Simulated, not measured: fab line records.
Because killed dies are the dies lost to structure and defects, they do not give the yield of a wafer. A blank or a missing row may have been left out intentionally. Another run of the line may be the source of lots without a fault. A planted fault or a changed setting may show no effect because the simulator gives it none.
fab line records | flow sky130 | part 2 of 2: steps 34 to 46 of 46
record: lots: 5 wafers: 15 last_day: 50
route steps=708 shown SD_P@331 RES_XHIGH@332 SD_N@342 SALICIDE@361 LI_CONTACT@362
lots untouched by any fault: they come from a run of this same line in which no faults occurred
start_h: the number of hours between the record's first day and the start of the first shown wafer of the lot | wait_h: hours from the lot's prior step to this one | " identical to the entry in the row above | L1.1+2: one row covering several wafers at once | - no value, or no start was given | * or withheld: withheld | < > ~ a bound
route shown NAME@n: a module of which the file shows steps, and the number in the route of the first | usual: mean/standard deviation taken from wafers without a fault | same: alike in all rows | chamber/n: place in a boat | sites: the reading at each site | _std_site: standard deviation across them | _edge_site: outer sites' mean less inner sites' | radius_mm: for every site, how far away it sits from the centre of the wafer | mask NAME#n: copy n | behind: tool/chamber where the wafer was last shaped | hold: the reason the lot was held/the length of the hold in hours/how it ended | device: whichever transistor did not switch (one of n, p or np) | end of line: the tests these same wafers got at the end of their route | a step without rows: its recipe alone | killed: dies lost to structure and defects at the first sort, not the wafer's yield | map: a wafer's dies, x killed, . not, _ none there
set.NAME: the setting as run; set.NAME@STEP: as run at that earlier step | model.NAME: the simulator's own value behind a step, which no gauge read
certain route steps with their lots: each step a table, each wafer a row
services: the hour from which a tool's chamber was out of use, counted from the record's first day as start_h (under 0 if before that day), plus the number of hours and why
== steps ==
step: SKY_LI_CONTACT_BOW_MEAS_03
recipe: mode: bow
usual: LI_CONTACT_BOW: 56/6.8
columns lot.wafer tool chamber start_h wait_h LI_CONTACT_BOW[um]
L077.2 film_metro-04 - 674.54 0.1 50
L077.5 " - " " 56
L077.6 " - " " 43
L078.1 film_metro-02 - 688.91 0.1 53
L078.2 " - " " 57
L078.5 " - " " 54
L085.2 film_metro-03 - 733.30 0.2 60
L085.3 " - " " 47
L085.6 " - " " 55
L087.1 film_metro-04 - 756.11 0.2 52
L087.2 " - " " 48
L087.4 " - " " 58
L092.2 film_metro-04 - 800.34 0.1 68
L092.3 " - " " 62
L092.4 " - " " 52
step: SKY_LI_CONTACT_DEHYDRATE_04
recipe: temp_c: 200 time_s: 60
columns lot.wafer tool chamber start_h wait_h
L077.2+5+6 litho_track-04 0 688.02 13.5
L078.1+2+5 litho_track-02 0 702.30 13.4
L085.2+3+6 litho_track-03 0 747.01 13.7
L087.1+2+4 litho_track-03 0 768.73 12.6
L092.2+3+4 litho_track-03 0 813.31 12.9
step: SKY_LI_CONTACT_HMDS_05
recipe: prime_time_s: 60 prime_temp_c: 120
columns lot.wafer tool chamber start_h wait_h
L077.2+5+6 litho_track-04 0 688.17 0.1
L078.1+2+5 litho_track-02 0 702.45 0.1
L085.2+3+6 litho_track-03 0 747.16 0.1
L087.1+2+4 litho_track-03 0 768.88 0.1
L092.2+3+4 litho_track-03 0 813.46 0.1
step: SKY_LI_CONTACT_COAT_06
recipe: resist: BARC temp_c: withheld time_s: withheld spin_rpm: 3000 resist_thk_nm: 60
columns lot.wafer tool chamber start_h wait_h
L077.2+5+6 litho_track-04 0 688.32 0.1
L078.1+2+5 litho_track-02 0 702.60 0.1
L085.2+3+6 litho_track-03 0 747.31 0.1
L087.1+2+4 litho_track-03 0 769.03 0.1
L092.2+3+4 litho_track-03 0 813.61 0.1
step: SKY_LI_CONTACT_COAT_07
recipe: resist: KrF-thick spin_rpm: 3000 resist_thk_nm: 450
columns lot.wafer tool chamber start_h wait_h
L077.2+5+6 litho_track-04 0 - -
L078.1+2+5 litho_track-02 0 - -
L085.2+3+6 litho_track-03 0 - -
L087.1+2+4 litho_track-03 0 - -
L092.2+3+4 litho_track-03 0 - -
step: SKY_LI_CONTACT_SOFTBAKE_08
recipe: temp_c: 100 time_s: 90 resist: KrF-thick
columns lot.wafer tool chamber start_h wait_h
L077.2+5+6 litho_track-04 0 - -
L078.1+2+5 litho_track-02 0 - -
L085.2+3+6 litho_track-03 0 - -
L087.1+2+4 litho_track-03 0 - -
L092.2+3+4 litho_track-03 0 - -
step: SKY_LI_CONTACT_EXPOSE_09
recipe: mask_id: LICM1 na: 0.8 source_shape: annular sigma_inner: 0.55 sigma_outer: 0.85 target_cd_nm: 170 dose_mj: 38
columns lot.wafer tool chamber start_h wait_h mask
L077.2+5+6 krf_scanner-02 0 - - LICM1#0
L078.1+2+5 krf_scanner-01 0 - - LICM1#0
L085.2+3+6 krf_scanner-01 0 - - LICM1#0
L087.1+2+4 krf_scanner-02 0 - - LICM1#0
L092.2+3+4 krf_scanner-01 0 - - LICM1#0
step: SKY_LI_CONTACT_PEB_10
recipe: peb_temp_c: withheld peb_time_s: withheld resist: KrF-thick
columns lot.wafer tool chamber start_h wait_h
L077.2+5+6 litho_track-03 0 - -
L078.1+2+5 litho_track-04 0 - -
L085.2+3+6 litho_track-03 0 - -
L087.1+2+4 litho_track-03 0 - -
L092.2+3+4 litho_track-04 0 - -
step: SKY_LI_CONTACT_DEVELOP_11
recipe: develop_time_s: 60 resist: KrF-thick dev_temp_c: 21
same: develop_time_s: 60
columns lot.wafer tool chamber start_h wait_h
L077.2+5+6 litho_track-03 0 - -
L078.1+2+5 litho_track-04 0 - -
L085.2+3+6 litho_track-03 0 - -
L087.1+2+4 litho_track-03 0 - -
L092.2+3+4 litho_track-04 0 - -
step: SKY_LI_CONTACT_CD_MEAS_12
recipe: target_cd_nm: 170
usual: cd_nm: 169.9/1.5
columns lot.wafer tool chamber start_h wait_h cd_nm
L077.2 cd_sem-02 - 702.45 - 170.6
L077.5 " - " " 171.5
L077.6 " - " " 170.6
L078.1 cd_sem-01 - 716.44 - 169.3
L078.2 " - " " 169.2
L078.5 " - " " 168.9
L085.2 cd_sem-02 - 761.50 - 172.0
L085.3 " - " " 172.0
L085.6 " - " " 172.3
L087.1 cd_sem-02 - 783.48 - 170.0
L087.2 " - " " 168.7
L087.4 " - " " 170.0
L092.2 cd_sem-01 - 827.06 - 170.9
L092.3 " - " " 170.6
L092.4 " - " " 170.1
step: SKY_LI_CONTACT_OVL_MEAS_13
usual: LI_CONTACT_OVL: 0/5.4
columns lot.wafer tool chamber start_h wait_h LI_CONTACT_OVL[nm]
L077.2 overlay-01 - 702.56 0.1 2
L077.5 " - " " -5
L077.6 " - " " -2
L078.1 overlay-01 - 716.56 0.1 -6
L078.2 " - " " -4
L078.5 " - " " -12
L085.2 overlay-01 - 761.61 0.1 -4
L085.3 " - " " 1
L085.6 " - " " 3
L087.1 overlay-01 - 783.60 0.1 -1
L087.2 " - " " 5
L087.4 " - " " 5
L092.2 overlay-01 - 827.17 0.1 6
L092.3 " - " " 1
L092.4 " - " " 9
step: SKY_LI_CONTACT_ETCH_14
recipe: chemistry: N2/H2 target: BARC ion_energy_ev: 200 source_w: 500 bias_w: 100 pressure_mtorr: 30 n2_flow_sccm: 100 h2_flow_sccm: 200 stop_on: SiO2 time_s: 45.9 target_depth_a: 600
usual: drypump_motor_current_A: 5.5/0.45 oes_product_au: 0.855/0.0043 throttle_valve_pct: 13.223/0.0086
columns lot.wafer tool chamber start_h wait_h drypump_motor_current_A oes_product_au rf_hours_counter_h throttle_valve_pct
L077.2 rie_diel-01 3 702.59 0.0 5.9 0.853 11 13.233
L077.5 " 2 " " 5.8 0.850 - 13.229
L077.6 " 3 " " 5.9 0.858 - 13.219
L078.1 rie_diel-01 3 716.60 0.0 5.9 0.847 11 13.228
L078.2 " 1 " " 5.1 0.851 41 13.228
L078.5 " 0 " " 5.8 0.857 - 13.231
L085.2 rie_diel-04 2 761.64 0.0 5.8 0.852 2 13.227
L085.3 " 1 " " 4.8 0.852 13 13.214
L085.6 " 0 " " 5.9 0.852 - 13.233
L087.1 rie_diel-01 3 783.64 0.0 5.9 0.855 13 13.210
L087.2 " 2 " " 5.8 0.862 19 13.231
L087.4 " 2 " " 5.8 0.854 - 13.216
L092.2 rie_diel-03 1 827.20 0.0 5.9 0.857 0 13.217
L092.3 " 0 " " 4.9 0.854 4 13.233
L092.4 " 2 " " 5.1 0.860 23 13.214
step: SKY_LI_CONTACT_ETCH_15
recipe: target: PSG chemistry: C4F8/O2/Ar stop_on: Si taper_deg: 4.15 mask_material: KrF-thick source_w: 1500 bias_w: 1200 pressure_mtorr: 40 c4f8_flow_sccm: withheld O2_flow_sccm: 6 Ar_flow_sccm: 300 time_s: withheld target_depth_a: 6000
usual: oes_product_au: 0.836/0.0049
columns lot.wafer tool chamber start_h wait_h oes_product_au
L077.2 rie_diel-01 3 702.63 0.0 0.834
L077.5 " 2 " " 0.840
L077.6 " 3 " " 0.844
L078.1 rie_diel-01 3 716.64 0.0 0.837
L078.2 " 1 " " 0.836
L078.5 " 0 " " 0.835
L085.2 rie_diel-04 2 761.68 0.0 0.846
L085.3 " 1 " " 0.843
L085.6 " 0 " " 0.833
L087.1 rie_diel-01 3 783.68 0.0 0.836
L087.2 " 2 " " 0.831
L087.4 " 2 " " 0.829
L092.2 rie_diel-03 1 827.24 0.0 0.831
L092.3 " 0 " " 0.832
L092.4 " 2 " " 0.837
== services ==
columns tool chamber start_h hours kind
cmp-01 - 609.93 0.3 repair
iline_stepper-02 - 612.54 3.0 repair
plasma_asher-01 - 614.51 1.1 repair
iline_stepper-02 - 623.18 13.3 repair
cmp-01 - 648.79 3.9 repair
iline_stepper-02 - 649.31 4.3 repair
plasma_asher-04 - 651.72 14.6 pm
plasma_asher-01 - 679.84 7.2 repair
implanter-02 - 692.66 0.6 repair
implanter-02 - 703.57 5.1 repair
rie_diel-01 2 713.40 5.1 repair
implanter-04 - 719.30 4.2 pm
iline_stepper-01 - 720.20 0.7 repair
plasma_asher-04 - 727.28 3.2 repair
iline_stepper-02 - 732.78 4.4 pm
iline_stepper-01 - 733.87 1.8 repair
implanter-02 - 735.16 2.2 pm
plasma_asher-04 - 737.59 2.2 repair
cmp-01 - 744.29 4.0 pm
cmp-01 - 752.86 0.4 repair
rie_diel-01 2 760.30 4.1 repair
plasma_asher-04 - 767.10 2.8 pm
iline_stepper-02 - 792.75 1.7 pm
rie_diel-01 2 794.17 1.7 repair
